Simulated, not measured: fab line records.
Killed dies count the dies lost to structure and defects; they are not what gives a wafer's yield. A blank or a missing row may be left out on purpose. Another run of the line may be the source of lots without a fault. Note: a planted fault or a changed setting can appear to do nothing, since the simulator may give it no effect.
fab line records	flow sky130
record: lots: 24	wafers: 72	last-day: 50
route steps=708 shown LOCAL_INTERCONNECT@401 METAL1@436 METAL5@663 PASSIVATION@683
lots untouched by any fault: they come from a run of this same line in which no faults occurred
start-h: hours from the record's opening day to when the first of the lot's shown wafers began	wait-h: hours from the lot's prior step to this one	" as in the row above	L1.1+2: a row that stands for several wafers	- no value, or no start was given	* or withheld: withheld	< > ~ a bound
route shown NAME@n: a module of which the file shows steps, and the number in the route of the first	usual: mean/standard deviation taken from wafers without a fault	same: alike in all rows	chamber/n: place in a boat	sites: per-site readings	_std_site: how widely they spread, as a standard deviation	_edge_site: inner sites' mean taken away from outer sites' mean	radius-mm: how far each site lies from the wafer's centre	mask NAME#n: copy n	behind: the tool/chamber that last shaped the wafer	hold: why the lot was held/for how many hours/how that ended	device: whichever transistor did not switch (one of n, p or np)	end of line: the same wafers' tests at the end of the route	for a step that has no rows: nothing shown but its recipe	killed: not the wafer's yield, but the dies lost to structure and defects at the first sort	map: dies across one wafer; x = killed, . = not, _ = none there
set.NAME: setting as actually run; set.NAME@STEP: the setting as run at that earlier step	model.NAME: the simulator's own value behind a step, which no gauge read
steps of the route over a sample of lots; a table a step, a row a wafer
services: from which hour (start-h, from the record's first day; less than 0 if before it) a tool's chamber was out of use, for how many hours, and why
== steps ==
step: SKY_LOCAL_INTERCONNECT_METAL_ETCH_14
recipe: target-depth-nm: 110	stop-on: PSG	chemistry: Cl2/BCl3	target: TiN	resist-sidewall-deg: 88	pressure-mtorr: 10	icp-w: 900	bias-w: 48.5	Cl2_flow_sccm: 60	bcl3-flow-sccm: 30	time-s: 31.4
usual: bcl3-flow-sccm: 30.01/0.087	drypump-motor-current-A: 5.3/0.42	oes-product-au: 0.955/0.0066	throttle-valve-pct: 21.891/0.0091
lot.wafer	tool	chamber	start-h	wait-h	bcl3-flow-sccm	drypump-motor-current-A	oes-product-au	rf-hours-counter-h	throttle-valve-pct
L074.1	rie-metal-04	0	695.65	0.1	30.07	5.9	0.943	11	21.881
L074.2	"	0	"	"	30.12	5.9	0.958	-	21.879
L074.3	"	0	"	"	29.94	5.9	0.944	-	21.903
L075.2	rie-metal-04	0	699.77	0.1	30.02	5.9	0.957	-	21.895
L075.3	"	0	"	"	29.99	5.9	0.950	-	21.899
L075.5	"	0	"	"	29.97	5.9	0.952	-	21.903
L076.2	rie-metal-04	1	714.74	0.0	30.00	5.3	0.944	0	21.879
L076.3	"	1	"	"	30.02	5.3	0.954	-	21.889
L076.6	"	0	"	"	30.10	5.9	0.947	-	21.883
L077.3	rie-metal-04	1	755.62	0.0	30.02	5.3	0.969	-	21.891
L077.4	"	0	"	"	30.09	5.9	0.959	-	21.898
L077.5	"	0	"	"	29.92	5.9	0.953	-	21.889
L079.2	rie-metal-03	0	766.44	0.0	29.98	4.7	0.940	7	21.906
L079.4	"	1	"	"	30.08	5.4	0.955	-	21.882
L079.6	"	0	"	"	30.00	4.7	0.956	-	21.887
L078.4	rie-metal-01	0	770.57	0.0	29.95	5.3	0.953	-	21.892
L078.5	"	0	"	"	30.09	5.3	0.955	-	21.896
L078.6	"	1	"	"	30.01	4.7	0.961	-	21.871
L080.1	rie-metal-04	0	772.95	0.0	30.11	5.9	0.959	14	21.891
L080.3	"	1	"	"	30.04	5.3	0.959	-	21.888
L080.6	"	0	"	"	30.20	5.9	0.956	-	21.884
L081.1	rie-metal-01	0	780.79	0.0	29.94	5.3	0.961	13	21.889
L081.5	"	1	"	"	30.09	4.7	0.953	-	21.898
L081.6	"	0	"	"	29.93	5.3	0.958	-	21.870
L082.3	rie-metal-04	0	784.30	0.0	30.02	5.9	0.960	-	21.886
L082.4	"	1	"	"	29.97	5.3	0.950	-	21.884
L082.5	"	1	"	"	29.96	5.2	0.950	-	21.891
L084.3	rie-metal-03	0	790.40	0.0	30.08	4.7	0.960	-	21.894
L084.5	"	0	"	"	30.07	4.7	0.959	-	21.893
L084.6	"	1	"	"	29.88	5.4	0.946	-	21.906
L083.3	rie-metal-01	0	790.73	0.0	29.91	5.3	0.960	-	21.890
L083.4	"	1	"	"	30.21	4.7	0.954	-	21.894
L083.5	"	1	"	"	30.09	4.7	0.961	-	21.901
L086.1	rie-metal-03	1	805.34	0.0	29.99	5.4	0.941	3	21.891
L086.2	"	0	"	"	29.85	4.7	0.954	8	21.879
L086.6	"	1	"	"	30.03	5.4	0.947	-	21.886
L085.1	rie-metal-03	1	807.86	0.0	30.03	5.4	0.953	3	21.898
L085.5	"	0	"	"	29.99	4.7	0.954	-	21.903
L085.6	"	1	"	"	30.06	5.4	0.956	-	21.896
L087.2	rie-metal-01	1	811.22	0.1	29.97	4.7	0.966	13	21.888
L087.3	"	1	"	"	29.99	4.8	0.965	-	21.872
L087.6	"	0	"	"	30.09	5.3	0.968	-	21.878
L088.1	rie-metal-01	0	820.35	0.0	30.20	5.3	0.963	15	21.882
L088.3	"	0	"	"	30.13	5.3	0.951	-	21.901
L088.4	"	1	"	"	30.00	4.7	0.964	-	21.907
L089.1	rie-metal-03	0	824.59	0.0	29.95	4.7	0.950	9	21.885
L089.5	"	0	"	"	30.17	4.7	0.949	-	21.888
L089.6	"	1	"	"	29.90	5.4	0.945	-	21.888
L090.1	rie-metal-04	1	831.81	0.1	29.94	5.3	0.966	5	21.880
L090.2	"	1	"	"	29.99	5.2	0.961	-	21.893
L090.6	"	1	"	"	30.05	5.3	0.959	-	21.900
L091.1	rie-metal-03	1	835.04	0.0	29.98	5.4	0.956	4	21.887
L091.3	"	0	"	"	30.13	4.7	0.948	-	21.912
L091.5	"	1	"	"	30.09	5.4	0.957	-	21.889
L092.1	rie-metal-04	1	842.70	0.0	30.02	5.3	0.960	6	21.886
L092.3	"	0	"	"	30.04	5.9	0.951	-	21.894
L092.6	"	1	"	"	29.98	5.3	0.966	-	21.877
L093.1	rie-metal-01	1	848.41	0.0	30.02	4.7	0.952	15	21.906
L093.3	"	0	"	"	29.85	5.3	0.956	-	21.892
L093.4	"	1	"	"	29.93	4.7	0.958	-	21.887
L094.1	rie-metal-04	0	862.85	0.0	30.05	5.9	0.965	1	21.885
L094.2	"	1	"	"	29.89	5.3	0.960	7	21.898
L094.6	"	0	"	"	30.06	5.9	0.949	-	21.893
L095.1	rie-metal-04	0	868.21	0.0	29.98	5.9	0.956	1	21.889
L095.3	"	1	"	"	30.07	5.3	0.954	-	21.900
L095.6	"	1	"	"	30.05	5.3	0.957	-	21.886
L096.1	rie-metal-04	0	872.55	0.0	29.95	5.9	0.956	2	21.882
L096.4	"	1	"	"	29.93	5.2	0.956	-	21.887
L096.6	"	1	"	"	29.95	5.3	0.961	-	21.874
L097.1	rie-metal-01	1	879.95	0.0	30.06	4.8	0.951	16	21.898
L097.2	"	0	"	"	30.06	5.3	0.950	17	21.887
L097.3	"	1	"	"	30.02	4.7	0.953	-	21.903
step: SKY_METAL1_SPUTTER_02
recipe: material: AlCu	target-thk-nm: 250	power-w: 10600	time-s: 13.3	chamber-pressure-pa: 0.4
usual: throttle-valve-pct: 29.3/0.81
lot.wafer	tool	chamber	start-h	wait-h	throttle-valve-pct
L074.1	pvd-sputter-04	-	726.18	0.0	28.8
L074.2	"	-	"	"	29.7
L074.3	"	-	"	"	27.1
L075.2	pvd-sputter-01	-	730.09	0.0	30.3
L075.3	"	-	"	"	29.1
L075.5	"	-	"	"	29.3
L076.2	pvd-sputter-04	-	744.62	0.0	27.3
L076.3	"	-	"	"	29.7
L076.6	"	-	"	"	28.9
L077.3	pvd-sputter-01	-	784.38	0.0	30.4
L077.4	"	-	"	"	30.2
L077.5	"	-	"	"	30.4
L079.2	pvd-sputter-03	-	796.04	0.0	29.8
L079.4	"	-	"	"	30.1
L079.6	"	-	"	"	29.7
L078.4	pvd-sputter-03	-	799.70	0.0	28.6
L078.5	"	-	"	"	29.6
L078.6	"	-	"	"	28.9
L080.1	pvd-sputter-01	-	802.33	0.0	30.5
L080.3	"	-	"	"	29.2
L080.6	"	-	"	"	29.3
L081.1	pvd-sputter-03	-	810.52	0.0	29.5
L081.5	"	-	"	"	30.1
L081.6	"	-	"	"	29.2
L082.3	pvd-sputter-03	-	814.15	0.0	29.7
L082.4	"	-	"	"	29.4
L082.5	"	-	"	"	29.4
L084.3	pvd-sputter-03	-	819.82	0.0	30.4
L084.5	"	-	"	"	29.4
L084.6	"	-	"	"	29.1
L083.3	pvd-sputter-04	-	820.00	0.0	29.3
L083.4	"	-	"	"	29.1
L083.5	"	-	"	"	29.6
L086.1	pvd-sputter-03	-	835.45	0.0	30.2
L086.2	"	-	"	"	29.0
L086.6	"	-	"	"	29.5
L085.1	pvd-sputter-04	-	837.08	0.0	29.0
L085.5	"	-	"	"	26.9
L085.6	"	-	"	"	29.4
L087.2	pvd-sputter-01	-	840.08	0.0	30.1
L087.3	"	-	"	"	29.0
L087.6	"	-	"	"	30.5
L088.1	pvd-sputter-04	-	849.19	0.0	29.8
L088.3	"	-	"	"	29.2
L088.4	"	-	"	"	28.7
L089.1	pvd-sputter-01	-	853.68	0.0	29.1
L089.5	"	-	"	"	29.2
L089.6	"	-	"	"	29.6
L090.1	pvd-sputter-04	-	860.56	0.0	29.7
L090.2	"	-	"	"	27.2
L090.6	"	-	"	"	28.9
L091.1	pvd-sputter-03	-	863.25	0.0	29.0
L091.3	"	-	"	"	29.9
L091.5	"	-	"	"	29.7
L092.1	pvd-sputter-03	-	871.83	0.0	29.4
L092.3	"	-	"	"	30.0
L092.6	"	-	"	"	28.8
L093.1	pvd-sputter-03	-	876.93	0.0	30.1
L093.3	"	-	"	"	29.1
L093.4	"	-	"	"	29.0
L094.1	pvd-sputter-01	-	891.74	0.0	30.5
L094.2	"	-	"	"	29.0
L094.6	"	-	"	"	29.2
L095.1	pvd-sputter-03	-	897.45	0.0	30.3
L095.3	"	-	"	"	29.7
L095.6	"	-	"	"	29.7
L096.1	pvd-sputter-03	-	901.66	0.0	29.5
L096.4	"	-	"	"	29.5
L096.6	"	-	"	"	29.8
L097.1	pvd-sputter-04	-	908.20	0.0	26.9
L097.2	"	-	"	"	29.2
L097.3	"	-	"	"	29.0
step: SKY_METAL1_CD_MEAS_15
recipe: target-cd-nm: 140
usual: cd-nm: 139.8/1.4
lot.wafer	tool	chamber	start-h	wait-h	cd-nm
L074.1	cd-sem-02	-	753.99	-	139.3
L074.2	"	-	"	"	139.5
L074.3	"	-	"	"	137.1
L075.2	cd-sem-02	-	757.60	-	140.4
L075.3	"	-	"	"	141.9
L075.5	"	-	"	"	141.6
L076.2	cd-sem-01	-	771.91	-	139.1
L076.3	"	-	"	"	138.9
L076.6	"	-	"	"	138.4
L077.3	cd-sem-01	-	811.72	-	139.8
L077.4	"	-	"	"	141.3
L077.5	"	-	"	"	141.6
L079.2	cd-sem-01	-	822.58	-	139.1
L079.4	"	-	"	"	139.4
L079.6	"	-	"	"	137.4
L078.4	cd-sem-02	-	826.20	-	140.3
L078.5	"	-	"	"	140.2
L078.6	"	-	"	"	140.8
L080.1	cd-sem-01	-	829.11	-	138.7
L080.3	"	-	"	"	137.8
L080.6	"	-	"	"	138.0
L081.1	cd-sem-02	-	836.43	-	139.6
L081.5	"	-	"	"	139.7
L081.6	"	-	"	"	139.2
L082.3	cd-sem-01	-	840.83	-	140.9
L082.4	"	-	"	"	139.1
L082.5	"	-	"	"	142.0
L084.3	cd-sem-01	-	846.32	-	141.1
L084.5	"	-	"	"	141.8
L084.6	"	-	"	"	139.8
L083.3	cd-sem-02	-	846.67	-	138.0
L083.4	"	-	"	"	137.5
L083.5	"	-	"	"	137.0
L086.1	cd-sem-02	-	861.18	-	140.2
L086.2	"	-	"	"	139.6
L086.6	"	-	"	"	138.3
L085.1	cd-sem-01	-	862.61	-	138.5
L085.5	"	-	"	"	140.4
L085.6	"	-	"	"	141.0
L087.2	cd-sem-02	-	865.98	-	139.3
L087.3	"	-	"	"	139.6
L087.6	"	-	"	"	139.9
L088.1	cd-sem-01	-	875.15	-	138.4
L088.3	"	-	"	"	138.4
L088.4	"	-	"	"	139.2
L089.1	cd-sem-02	-	879.38	-	140.8
L089.5	"	-	"	"	139.6
L089.6	"	-	"	"	139.7
L090.1	cd-sem-02	-	886.85	-	140.3
L090.2	"	-	"	"	140.7
L090.6	"	-	"	"	140.7
L091.1	cd-sem-01	-	888.78	-	138.4
L091.3	"	-	"	"	138.3
L091.5	"	-	"	"	139.4
L092.1	cd-sem-02	-	897.74	-	138.4
L092.3	"	-	"	"	139.3
L092.6	"	-	"	"	139.5
L093.1	cd-sem-01	-	903.14	-	141.3
L093.3	"	-	"	"	140.8
L093.4	"	-	"	"	139.3
L094.1	cd-sem-02	-	917.54	-	141.9
L094.2	"	-	"	"	141.8
L094.6	"	-	"	"	142.6
L095.1	cd-sem-01	-	922.31	-	141.8
L095.3	"	-	"	"	141.0
L095.6	"	-	"	"	142.4
L096.1	cd-sem-01	-	926.78	-	142.1
L096.4	"	-	"	"	141.9
L096.6	"	-	"	"	141.9
L097.1	cd-sem-02	-	932.86	-	138.9
L097.2	"	-	"	"	140.6
L097.3	"	-	"	"	138.3
step: SKY_METAL1_STRIP_20
recipe: chemistry: O2/N2	power-w: 1400	pressure-mtorr: 1500	platen-temp-c: withheld	o2-flow-sccm: 3000	n2-flow-sccm: 300	overash-fraction: 0.5
usual: drypump-motor-current-A: 5.4/0.55	oes-product-au: 0.345/0.0046	strip-time-to-endpoint-s: 2.76/0.032
lot.wafer	tool	chamber	start-h	wait-h	drypump-motor-current-A	oes-product-au	rf-hours-counter-h	strip-time-to-endpoint-s
L074.1	plasma-asher-04	0	754.34	0.1	5.7	0.347	31	2.77
L074.2	"	1	"	"	5.2	0.347	31	2.81
L074.3	"	0	"	"	5.7	0.347	-	2.80
L075.2	plasma-asher-03	0	757.92	0.1	5.0	0.338	61	2.77
L075.3	"	1	"	"	4.9	0.350	-	2.77
L075.5	"	0	"	"	4.9	0.346	-	2.76
L076.2	plasma-asher-03	0	772.24	0.1	4.9	0.341	63	2.74
L076.3	"	1	"	"	4.9	0.337	-	2.73
L076.6	"	1	"	"	4.9	0.332	-	2.75
L077.3	plasma-asher-02	0	812.24	0.1	5.8	0.348	-	2.81
L077.4	"	1	"	"	6.4	0.346	-	2.81
L077.5	"	0	"	"	5.8	0.347	-	2.79
L079.2	plasma-asher-02	1	823.09	0.1	6.4	0.349	99	2.75
L079.4	"	1	"	"	6.4	0.344	-	2.75
L079.6	"	1	"	"	6.4	0.342	-	2.76
L078.4	plasma-asher-03	1	826.70	0.1	4.9	0.337	-	2.72
L078.5	"	1	"	"	4.9	0.350	-	2.74
L078.6	"	0	"	"	4.9	0.340	-	2.73
L080.1	plasma-asher-03	0	829.64	0.1	4.9	0.344	68	2.76
L080.3	"	0	"	"	4.9	0.344	-	2.73
L080.6	"	0	"	"	4.9	0.344	-	2.74
L081.1	plasma-asher-02	0	836.77	0.1	5.8	0.347	101	2.79
L081.5	"	0	"	"	5.8	0.343	-	2.77
L081.6	"	1	"	"	6.4	0.347	-	2.78
L082.3	plasma-asher-02	1	841.17	0.1	6.4	0.338	-	2.76
L082.4	"	0	"	"	5.9	0.346	-	2.75
L082.5	"	1	"	"	6.4	0.342	-	2.73
L084.3	plasma-asher-04	0	846.84	0.1	5.7	0.346	-	2.69
L084.5	"	0	"	"	5.7	0.338	-	2.72
L084.6	"	1	"	"	5.2	0.332	-	2.70
L083.3	plasma-asher-03	1	847.00	0.1	4.9	0.346	-	2.78
L083.4	"	0	"	"	4.9	0.344	-	2.78
L083.5	"	1	"	"	4.9	0.336	-	2.75
L086.1	plasma-asher-04	1	861.71	0.1	5.2	0.346	43	2.74
L086.2	"	0	"	"	5.7	0.344	43	2.74
L086.6	"	1	"	"	5.2	0.351	-	2.75
L085.1	plasma-asher-02	1	862.95	0.1	6.4	0.353	104	2.72
L085.5	"	0	"	"	5.8	0.348	-	2.74
L085.6	"	1	"	"	6.4	0.348	-	2.76
L087.2	plasma-asher-04	0	867.11	0.1	5.7	0.354	44	2.77
L087.3	"	0	"	"	5.7	0.345	-	2.78
L087.6	"	0	"	"	5.7	0.345	-	2.75
L088.1	plasma-asher-02	1	875.49	0.1	6.4	0.343	106	2.79
L088.3	"	1	"	"	6.4	0.340	-	2.75
L088.4	"	0	"	"	5.8	0.356	-	2.74
L089.1	plasma-asher-04	0	879.72	0.1	5.7	0.346	45	2.76
L089.5	"	0	"	"	5.7	0.345	-	2.76
L089.6	"	1	"	"	5.2	0.349	-	2.79
L090.1	plasma-asher-03	0	887.19	0.1	4.9	0.343	75	2.72
L090.2	"	1	"	"	4.9	0.346	75	2.70
L090.6	"	1	"	"	4.9	0.339	-	2.72
L091.1	plasma-asher-02	0	889.12	0.1	5.8	0.348	107	2.78
L091.3	"	1	"	"	6.4	0.350	-	2.75
L091.5	"	1	"	"	6.4	0.344	-	2.77
L092.1	plasma-asher-03	0	898.09	0.1	4.9	0.345	76	2.80
L092.3	"	0	"	"	4.9	0.353	-	2.77
L092.6	"	0	"	"	4.9	0.346	-	2.77
L093.1	plasma-asher-03	1	903.49	0.1	4.9	0.342	77	2.78
L093.3	"	0	"	"	4.9	0.345	-	2.74
L093.4	"	1	"	"	4.9	0.339	-	2.80
L094.1	plasma-asher-03	0	917.89	0.1	4.9	0.350	78	2.74
L094.2	"	1	"	"	4.9	0.349	78	2.78
L094.6	"	0	"	"	4.9	0.339	-	2.80
L095.1	plasma-asher-04	0	922.65	0.1	5.7	0.347	50	2.77
L095.3	"	0	"	"	5.7	0.347	-	2.73
L095.6	"	1	"	"	5.2	0.342	-	2.77
L096.1	plasma-asher-03	0	927.12	0.1	4.9	0.346	79	2.81
L096.4	"	1	"	"	4.9	0.345	-	2.83
L096.6	"	0	"	"	4.9	0.344	-	2.79
L097.1	plasma-asher-03	1	933.39	0.1	4.9	0.346	80	2.71
L097.2	"	0	"	"	4.9	0.341	80	2.71
L097.3	"	0	"	"	4.9	0.343	-	2.66
step: SKY_METAL5_SPUTTER_02
recipe: material: AlCu	target-thk-nm: 1150	power-w: 10600	time-s: 61.2	chamber-pressure-pa: 0.4
usual: throttle-valve-pct: 29.5/0.83
lot.wafer	tool	chamber	start-h	wait-h	throttle-valve-pct
L074.1	pvd-sputter-02	-	997.58	0.0	32.0
L074.2	"	-	"	"	30.1
L074.3	"	-	"	"	30.1
L075.2	pvd-sputter-04	-	999.73	0.0	29.6
L075.3	"	-	"	"	29.2
L075.5	"	-	"	"	29.0
L076.2	pvd-sputter-03	-	1011.67	0.0	29.8
L076.3	"	-	"	"	30.4
L076.6	"	-	"	"	29.6
L077.3	pvd-sputter-02	-	1047.11	0.0	30.0
L077.4	"	-	"	"	29.7
L077.5	"	-	"	"	29.9
L079.2	pvd-sputter-02	-	1055.39	0.0	30.3
L079.4	"	-	"	"	29.7
L079.6	"	-	"	"	29.8
L078.4	pvd-sputter-03	-	1057.61	0.0	29.6
L078.5	"	-	"	"	28.8
L078.6	"	-	"	"	30.1
L080.1	pvd-sputter-03	-	1061.61	0.0	29.0
L080.3	"	-	"	"	29.5
L080.6	"	-	"	"	29.3
L081.1	pvd-sputter-03	-	1066.97	0.0	30.2
L081.5	"	-	"	"	29.7
L081.6	"	-	"	"	29.1
L082.3	pvd-sputter-04	-	1070.36	0.0	29.4
L082.4	"	-	"	"	29.2
L082.5	"	-	"	"	29.3
L084.3	pvd-sputter-03	-	1074.18	0.0	30.1
L084.5	"	-	"	"	29.8
L084.6	"	-	"	"	28.8
L083.3	pvd-sputter-03	-	1075.47	0.0	29.8
L083.4	"	-	"	"	29.1
L083.5	"	-	"	"	29.9
L086.1	pvd-sputter-03	-	1085.78	0.0	30.3
L086.2	"	-	"	"	29.6
L086.6	"	-	"	"	30.0
L085.1	pvd-sputter-03	-	1088.65	0.0	29.9
L085.5	"	-	"	"	28.6
L085.6	"	-	"	"	29.8
L087.2	pvd-sputter-02	-	1089.67	0.0	29.9
L087.3	"	-	"	"	31.9
L087.6	"	-	"	"	30.1
L088.1	pvd-sputter-03	-	1097.10	0.0	30.1
L088.3	"	-	"	"	29.1
L088.4	"	-	"	"	29.6
L089.1	pvd-sputter-02	-	1100.45	0.0	29.9
L089.5	"	-	"	"	29.9
L089.6	"	-	"	"	30.1
L090.1	pvd-sputter-03	-	1107.97	0.0	29.2
L090.2	"	-	"	"	29.0
L090.6	"	-	"	"	29.5
L091.1	pvd-sputter-03	-	1110.14	0.0	29.2
L091.3	"	-	"	"	29.5
L091.5	"	-	"	"	29.3
L092.1	pvd-sputter-04	-	1115.86	0.0	28.9
L092.3	"	-	"	"	27.3
L092.6	"	-	"	"	29.2
L093.1	pvd-sputter-03	-	1120.70	0.0	29.1
L093.3	"	-	"	"	28.7
L093.4	"	-	"	"	29.9
L094.1	pvd-sputter-04	-	1132.62	0.0	28.9
L094.2	"	-	"	"	29.7
L094.6	"	-	"	"	29.8
L095.1	pvd-sputter-03	-	1136.96	0.0	29.3
L095.3	"	-	"	"	29.7
L095.6	"	-	"	"	29.7
L096.1	pvd-sputter-02	-	1137.06	0.0	29.9
L096.4	"	-	"	"	29.7
L096.6	"	-	"	"	29.9
L097.1	pvd-sputter-03	-	1142.36	0.0	29.1
L097.2	"	-	"	"	29.1
L097.3	"	-	"	"	29.4
step: SKY_PASSIVATION_CVD_02
recipe: material: Si3N4	target-thk-nm: 540	temp-c: 400	time-s: withheld	rf-w: 432.1
usual: heater-power-w: 748/140
lot.wafer	tool	chamber	start-h	wait-h	heater-power-w
L074.1	pecvd-01	0	1020.87	0.1	660
L074.2	"	2	"	"	1022
L074.3	"	2	"	"	1076
L075.2	pecvd-01	0	1023.66	0.0	660
L075.3	"	0	"	"	546
L075.5	"	0	"	"	579
L076.2	pecvd-04	0	1035.47	0.0	699
L076.3	"	2	"	"	692
L076.6	"	0	"	"	565
L077.3	pecvd-04	0	1069.55	0.0	612
L077.4	"	1	"	"	764
L077.5	"	0	"	"	632
L079.2	pecvd-04	0	1077.29	0.0	645
L079.4	"	2	"	"	686
L079.6	"	0	"	"	691
L078.4	pecvd-01	0	1079.18	0.1	593
L078.5	"	2	"	"	1038
L078.6	"	1	"	"	906
L080.1	pecvd-04	1	1082.42	0.1	781
L080.3	"	2	"	"	606
L080.6	"	0	"	"	617
L081.1	pecvd-01	0	1088.46	0.1	635
L081.5	"	1	"	"	953
L081.6	"	0	"	"	663
L082.3	pecvd-04	2	1091.42	0.0	671
L082.4	"	1	"	"	748
L082.5	"	2	"	"	696
L084.3	pecvd-01	1	1095.84	0.0	984
L084.5	"	0	"	"	667
L084.6	"	1	"	"	1015
L083.3	pecvd-01	2	1096.41	0.0	976
L083.4	"	0	"	"	608
L083.5	"	2	"	"	991
L086.1	pecvd-03	1	1106.75	0.1	750
L086.2	"	2	"	"	743
L086.6	"	1	"	"	776
L085.1	pecvd-01	2	1110.21	0.1	979
L085.5	"	0	"	"	668
L085.6	"	2	"	"	1005
L087.2	pecvd-03	0	1110.86	0.0	821
L087.3	"	2	"	"	688
L087.6	"	1	"	"	801
L088.1	pecvd-04	1	1118.74	0.1	705
L088.3	"	2	"	"	612
L088.4	"	2	"	"	659
L089.1	pecvd-04	0	1121.76	0.1	581
L089.5	"	1	"	"	761
L089.6	"	0	"	"	613
L090.1	pecvd-04	2	1129.53	0.1	646
L090.2	"	0	"	"	629
L090.6	"	0	"	"	635
L091.1	pecvd-03	0	1132.53	0.1	835
L091.3	"	2	"	"	754
L091.5	"	0	"	"	701
L092.1	pecvd-03	1	1136.13	0.1	786
L092.3	"	2	"	"	642
L092.6	"	2	"	"	698
L093.1	pecvd-04	1	1140.91	0.1	787
L093.3	"	0	"	"	641
L093.4	"	2	"	"	662
L094.1	pecvd-04	1	1152.19	0.1	753
L094.2	"	2	"	"	687
L094.6	"	1	"	"	758
L095.1	pecvd-01	1	1156.24	0.1	976
L095.3	"	2	"	"	940
L095.6	"	0	"	"	630
L096.1	pecvd-04	1	1156.54	0.1	695
L096.4	"	1	"	"	721
L096.6	"	2	"	"	709
L097.1	pecvd-03	2	1161.09	0.1	689
L097.2	"	1	"	"	809
L097.3	"	0	"	"	805
== services ==
tool	chamber	start-h	hours	kind
plasma-asher-03	-	690.85	2.8	pm
rie-metal-04	-	696.85	1.9	repair
pvd-sputter-03	-	704.28	2.6	repair
pvd-sputter-03	-	725.06	9.8	repair
pvd-sputter-04	-	756.36	5.1	repair
pecvd-04	-	775.82	0.9	repair
rie-metal-04	0	808.88	9.9	repair
pvd-sputter-03	-	821.82	2.6	repair
pvd-sputter-03	-	831.59	0.9	repair
pecvd-04	-	852.39	5.5	pm
pecvd-04	-	874.63	6.0	pm
pecvd-04	-	894.14	1.2	repair
plasma-asher-03	-	921.55	3.3	repair
pvd-sputter-04	-	923.77	2.0	repair
plasma-asher-03	-	926.39	0.4	repair
pvd-sputter-03	-	930.74	1.1	repair
pecvd-04	-	938.18	0.3	repair
rie-metal-04	1	986.03	9.3	repair
plasma-asher-03	-	993.52	1.0	repair
pecvd-04	-	993.83	1.6	repair
pvd-sputter-04	-	1075.36	3.0	repair
pvd-sputter-03	-	1089.48	1.0	repair
plasma-asher-03	-	1119.42	1.6	repair
plasma-asher-03	-	1135.25	4.5	repair
== key ==
fault none
